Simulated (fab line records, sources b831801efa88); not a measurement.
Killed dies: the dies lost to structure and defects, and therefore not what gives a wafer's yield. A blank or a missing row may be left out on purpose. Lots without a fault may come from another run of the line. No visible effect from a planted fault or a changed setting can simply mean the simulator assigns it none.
fab line records | flow sfq_line
record: lots: 6 wafers: 18 last_day: 80
route steps=325 shown M1@68 I1@73
lots that met no fault: from a run of the same line without faults
start_h: hours from the record's first day to the start of the lot's first wafer shown | wait_h: hours elapsed since this lot's preceding step | " identical to the entry in the row above | L1.1+2: a row that stands for several wafers | - no value, or no start given | * or withheld: withheld | < > ~ a bound
route shown NAME@n: a module of which the file shows steps, and the number in the route of the first | usual: average and standard deviation across the fault-free wafers | same: alike in all rows | chamber/n: place in a boat | sites: readings site by site | _std_site: standard deviation of those values | _edge_site: inner sites' mean taken away from outer sites' mean | radius_mm: how far each site lies from the wafer's centre | mask NAME#n: copy n | behind: tool/chamber where the wafer was last shaped | hold: the reason the lot was held/the length of the hold in hours/how it ended | device: transistor that didn't switch, given as n, p or np | end of line: at the end of the route, the tests of the same wafers | for a step that has no rows: nothing shown but its recipe | killed: dies lost to structure and defects at the first sort, not the wafer's yield | map: a wafer's dies, marking killed ones x, the rest . and places with no die _
set.NAME: the setting as run; set.NAME@STEP: as run at that earlier step | model.NAME: the simulator's own value behind a step, which no gauge read
lots seen at some steps along the route; tables by step, rows by wafer
services: when a tool's chamber went out of use (start_h, in hours from the record's first day, below 0 if earlier), for how many hours, and the reason
== steps ==
step: SFQ_M1_OVL_MEAS_911
usual: M1_OVL: 1/5.2
columns lot.wafer tool chamber start_h wait_h M1_OVL[nm]
L666.1 overlay-01 - 341.61 0.1 7
L666.2 " - " " 14
L666.6 " - " " 9
L670.2 overlay-01 - 365.62 0.1 2
L670.5 " - " " -5
L670.6 " - " " -2
L672.2 overlay-01 - 390.04 0.1 0
L672.4 " - " " 4
L672.5 " - " " -1
L673.1 overlay-01 - 391.24 0.1 1
L673.3 " - " " 2
L673.5 " - " " -1
L680.1 overlay-01 - 451.14 0.1 9
L680.3 " - " " 6
L680.5 " - " " 13
L681.2 overlay-02 - 454.74 0.1 -5
L681.4 " - " " -6
L681.6 " - " " -3
step: SFQ_TRILAYER_M1_BARC_OPEN_METAL_ETCH_054
recipe: mask_material: PR chemistry: O2 target_depth_nm: 125 target: BARC icp_w: 600 bias_w: 80 pressure_mtorr: 10 time_s: 41.7
usual: drypump_motor_current_A: 5.16/0.19 oes_product_au: 0.685/0.0044
columns lot.wafer tool chamber start_h wait_h drypump_motor_current_A oes_product_au rf_hours_counter_h
L666.1 rie_metal-01 1 341.65 0.0 5.15 0.682 6
L666.2 " 0 " " 5.05 0.693 39
L666.6 " 1 " " 5.16 0.686 -
L670.2 rie_metal-01 0 365.65 0.0 5.06 0.685 44
L670.5 " 1 " " 5.19 0.691 -
L670.6 " 0 " " 5.07 0.675 -
L672.2 rie_metal-04 0 390.07 0.0 5.05 0.694 175
L672.4 " 1 " " 4.84 0.688 -
L672.5 " 1 " " 4.85 0.686 -
L673.1 rie_metal-03 0 391.27 0.0 5.29 0.690 151
L673.3 " 0 " " 5.30 0.678 -
L673.5 " 1 " " 5.38 0.683 -
L680.1 rie_metal-01 1 451.17 0.0 5.19 0.683 24
L680.3 " 1 " " 5.16 0.684 -
L680.5 " 0 " " 5.07 0.686 -
L681.2 rie_metal-03 1 454.77 0.0 5.41 0.687 162
L681.4 " 0 " " 5.31 0.679 -
L681.6 " 0 " " 5.29 0.688 -
step: SFQ_TRILAYER_M1_ETCH_METAL_ETCH_042
recipe: target: Nb stop_on: SiO2 mask_material: PR chemistry: Cl2/Ar target_depth_nm: 240 icp_w: 600 bias_w: 80 pressure_mtorr: 10 time_s: 120
usual: drypump_motor_current_A: 5.16/0.19 oes_product_au: 0.895/0.0081
columns lot.wafer tool chamber start_h wait_h drypump_motor_current_A oes_product_au rf_hours_counter_h
L666.1 rie_metal-01 1 341.71 0.0 5.17 0.907 6
L666.2 " 0 " " 5.05 0.896 39
L666.6 " 1 " " 5.15 0.902 -
L670.2 rie_metal-01 0 365.71 0.0 5.08 0.891 44
L670.5 " 1 " " 5.17 0.887 -
L670.6 " 0 " " 5.08 0.890 -
L672.2 rie_metal-04 0 390.13 0.0 5.06 0.897 175
L672.4 " 1 " " 4.84 0.908 -
L672.5 " 1 " " 4.83 0.890 -
L673.1 rie_metal-03 0 391.33 0.0 5.31 0.884 151
L673.3 " 0 " " 5.31 0.896 -
L673.5 " 1 " " 5.44 0.884 -
L680.1 rie_metal-01 1 451.23 0.0 5.18 0.893 24
L680.3 " 1 " " 5.17 0.911 -
L680.5 " 0 " " 5.05 0.899 -
L681.2 rie_metal-03 1 454.83 0.0 5.42 0.878 162
L681.4 " 0 " " 5.32 0.874 -
L681.6 " 0 " " 5.28 0.880 -
step: SFQ_TRILAYER_M1_STRIP_STRIP_043
recipe: gas: O2 power_w: 200 platen_temp_c: 40 overash_fraction: 0.65 chemistry: O2 pressure_mtorr: 50
usual: drypump_motor_current_A: 5.16/0.19 oes_product_au: 1.006/0.011
columns lot.wafer tool chamber start_h wait_h drypump_motor_current_A oes_product_au rf_hours_counter_h
L666.1 rie_metal-01 1 341.83 0.1 5.17 1.034 6
L666.2 " 0 " " 5.07 0.994 40
L666.6 " 1 " " 5.15 1.037 -
L670.2 rie_metal-01 0 365.83 0.1 5.06 1.006 44
L670.5 " 1 " " 5.17 1.020 -
L670.6 " 0 " " 5.08 1.005 -
L672.2 rie_metal-04 0 390.26 0.1 5.06 1.010 175
L672.4 " 1 " " 4.83 0.992 -
L672.5 " 1 " " 4.85 1.005 -
L673.1 rie_metal-03 0 391.46 0.1 5.31 0.994 151
L673.3 " 0 " " 5.29 1.006 -
L673.5 " 1 " " 5.41 1.000 -
L680.1 rie_metal-01 1 451.36 0.1 5.14 1.031 24
L680.3 " 1 " " 5.15 1.034 -
L680.5 " 0 " " 5.05 1.003 -
L681.2 rie_metal-03 1 454.96 0.1 5.42 1.008 162
L681.4 " 0 " " 5.30 1.000 -
L681.6 " 0 " " 5.29 1.002 -
step: SFQ_TRILAYER_M1_STRIP_SOLV_CLEAN_044
recipe: chemistry: NMP temp_c: 70 time_s: 600
step: SFQ_TRILAYER_I1_DEP_PECVD_045
recipe: material: SiO2 temp_c: 150 time_s: 111.11 pressure_torr: 2.4 rf_w: 183.3 precursor: SiH4/N2O target_thk_nm: 500
usual: chamber_pressure_Torr: 2.400/0.0048 heater_power_w: 79/14 throttle_valve_pct: 24.5/1.5
columns lot.wafer tool chamber start_h wait_h chamber_pressure_Torr heater_power_w throttle_valve_pct
L666.1 pecvd-02 0 342.61 0.0 2.404 85 28.3
L666.2 " 1 " " 2.395 65 25.2
L666.6 " 0 " " 2.388 87 28.4
L670.2 pecvd-01 2 366.61 0.0 2.402 70 23.2
L670.5 " 0 " " 2.403 79 23.8
L670.6 " 2 " " 2.401 73 23.2
L672.2 pecvd-02 1 391.03 0.0 2.399 58 25.2
L672.4 " 0 " " 2.399 83 28.6
L672.5 " 2 " " 2.396 74 24.0
L673.1 pecvd-01 0 392.23 0.0 2.403 77 23.7
L673.3 " 2 " " 2.402 78 23.4
L673.5 " 1 " " 2.394 60 23.0
L680.1 pecvd-01 0 452.13 0.0 2.404 84 23.6
L680.3 " 1 " " 2.396 60 22.8
L680.5 " 0 " " 2.396 89 23.6
L681.2 pecvd-04 1 455.73 0.0 2.397 114 25.0
L681.4 " 1 " " 2.400 115 24.8
L681.6 " 0 " " 2.406 81 26.1
step: SFQ_TRILAYER_I1_CMP_CMP_046
recipe: material: SiO2 down_force_psi: 3 platen_rpm: 60 pad_velocity_m_s: 0.94248
usual: motor_current_A: 9.9/0.52 time_to_endpoint_s: 216/8.5
columns lot.wafer tool chamber start_h wait_h motor_current_A time_to_endpoint_s
L666.2 cmp-01 2 345.07 2.4 10.3 217
L666.1 " 0 346.07 3.4 9.6 229
L666.6 " 2 347.07 4.4 10.3 225
L670.2 cmp-02 0 370.70 4.1 9.5 219
L670.6 " 2 371.70 5.0 9.5 214
L670.5 " 3 " " 10.4 216
L672.2 cmp-01 1 392.03 1.0 10.9 215
L672.4 " 3 393.03 1.9 11.4 217
L672.5 " 1 394.03 2.9 10.6 221
L673.1 cmp-02 1 395.43 3.2 9.8 234
L673.3 " 2 " " 9.5 214
L673.5 " 3 " " 10.1 216
L680.1 cmp-02 0 458.61 6.4 9.1 224
L680.3 " 1 " " 9.7 225
L680.5 " 3 460.11 7.9 10.2 218
L681.2 cmp-02 3 460.61 4.8 9.8 201
L681.4 " 1 461.61 5.8 10.1 226
L681.6 " 0 463.11 7.3 9.8 219
step: SFQ_I1_BOW_MEAS_912
recipe: mode: bow
usual: I1_BOW: 4/7.8
columns lot.wafer tool chamber start_h wait_h I1_BOW[um]
L666.1 film_metro-04 - 348.07 1.5 18
L666.2 " - " " 2
L666.6 " - " " 2
L670.2 film_metro-04 - 372.72 1.5 4
L670.5 " - " " 1
L670.6 " - " " 0
L672.2 film_metro-03 - 395.05 2.5 3
L672.4 " - " " 4
L672.5 " - " " -3
L673.1 film_metro-04 - 397.43 1.5 11
L673.3 " - " " 5
L673.5 " - " " -5
L680.1 film_metro-02 - 460.61 1.5 -9
L680.3 " - " " 6
L680.5 " - " " 1
L681.2 film_metro-02 - 463.63 2.5 7
L681.4 " - " " 9
L681.6 " - " " 19
step: SFQ_TRILAYER_I1_METRO_MEASURE_047
step: SFQ_TRILAYER_I1_VIA_LITHO_COAT_054
recipe: resist: BARC spin_rpm: 3000 resist_thk_nm: 62
step: SFQ_TRILAYER_I1_VIA_LITHO_COAT_049
recipe: resist: KrF spin_rpm: 3000 resist_thk_nm: 650
step: SFQ_TRILAYER_I1_VIA_LITHO_SOFTBAKE_053
recipe: temp_c: withheld time_s: withheld resist: KrF
step: SFQ_TRILAYER_I1_VIA_LITHO_EXPOSE_050
recipe: mask_id: I1 na: 0.6 source_shape: conventional sigma_outer: 0.65 target_cd_nm: 500 dose_mj: 21.3
usual: exposure_dose_mJ_cm2: 21.297/0.022 focus_offset_nm: -0.1/0.51 na: 0.6/0 sigma_outer: 0.65/0
columns lot.wafer tool chamber start_h wait_h mask exposure_dose_mJ_cm2 focus_offset_nm na sigma_outer
L666.1 krf_scanner-02 0 407.74 - I1#0 21.328 -1.1 0.6 0.65
L666.2 " 0 " " I1#0 21.332 -1.2 0.6 0.65
L666.6 " 0 " " I1#0 21.326 -1.0 0.6 0.65
L670.2 krf_scanner-02 0 435.44 - I1#0 21.281 -0.4 0.6 0.65
L670.5 " 0 " " I1#0 21.315 -0.6 0.6 0.65
L670.6 " 0 " " I1#0 21.321 -0.2 0.6 0.65
L672.2 krf_scanner-02 - 460.19 - I1#0 - - - -
L672.4 " - " " I1#0 - - - -
L672.5 " - " " I1#0 - - - -
L673.1 krf_scanner-02 - 464.79 - I1#0 - - - -
L673.3 " - " " I1#0 - - - -
L673.5 " - " " I1#0 - - - -
L680.1 krf_scanner-02 0 520.71 - I1#0 21.297 0.0 0.6 0.65
L680.3 " 0 " " I1#0 21.268 0.2 0.6 0.65
L680.5 " 0 " " I1#0 21.290 0.3 0.6 0.65
L681.2 krf_scanner-02 0 525.71 - I1#0 21.316 -0.6 0.6 0.65
L681.4 " 0 " " I1#0 21.290 0.1 0.6 0.65
L681.6 " 0 " " I1#0 21.283 -0.7 0.6 0.65
step: SFQ_TRILAYER_I1_VIA_LITHO_PEB_052
recipe: peb_temp_c: 115 peb_time_s: 60 resist: KrF
== services ==
columns tool chamber start_h hours kind
rie_metal-03 - 325.92 2.1 repair
pecvd-01 - 329.85 0.8 repair
cmp-01 - 342.23 2.8 repair
rie_metal-03 - 355.40 0.2 repair
pecvd-01 - 356.46 1.4 repair
cmp-01 - 363.94 1.9 repair
rie_metal-01 0 366.49 22.1 repair
krf_scanner-02 - 371.31 4.0 pm
pecvd-01 1 371.70 1.9 repair
cmp-02 - 376.78 1.0 repair
rie_metal-01 - 383.38 14.6 pm
pecvd-02 - 399.43 2.8 repair
cmp-02 - 406.43 4.0 pm
rie_metal-04 0 409.70 9.2 repair
krf_scanner-02 - 411.34 1.0 pm
krf_scanner-02 - 413.54 1.3 pm
cmp-02 - 430.81 2.8 repair
pecvd-01 - 445.56 6.0 pm
krf_scanner-02 - 454.44 0.8 pm
cmp-02 - 466.61 4.3 pm
rie_metal-04 - 477.13 2.8 pm
rie_metal-01 - 480.21 28.1 pm
rie_metal-04 - 485.14 14.6 pm
rie_metal-03 - 502.13 0.9 repair
== key ==
first_sign: step: SFQ_TRILAYER_I1_VIA_LITHO_EXPOSE_050 reading: tool_record direction: missing
effect none on later readings
met_at SFQ_TRILAYER_I1_VIA_LITHO_EXPOSE_050
struck_wafers L672.2,L672.4,L672.5,L673.1,L673.3,L673.5
onset_between 435.44 460.19
fault: kind: skipped_step_whole tool: krf_scanner-02 chamber: - onset_h: 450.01 steps: SFQ_TRILAYER_I1_VIA_LITHO_EXPOSE_050 scope: struck_lots_only
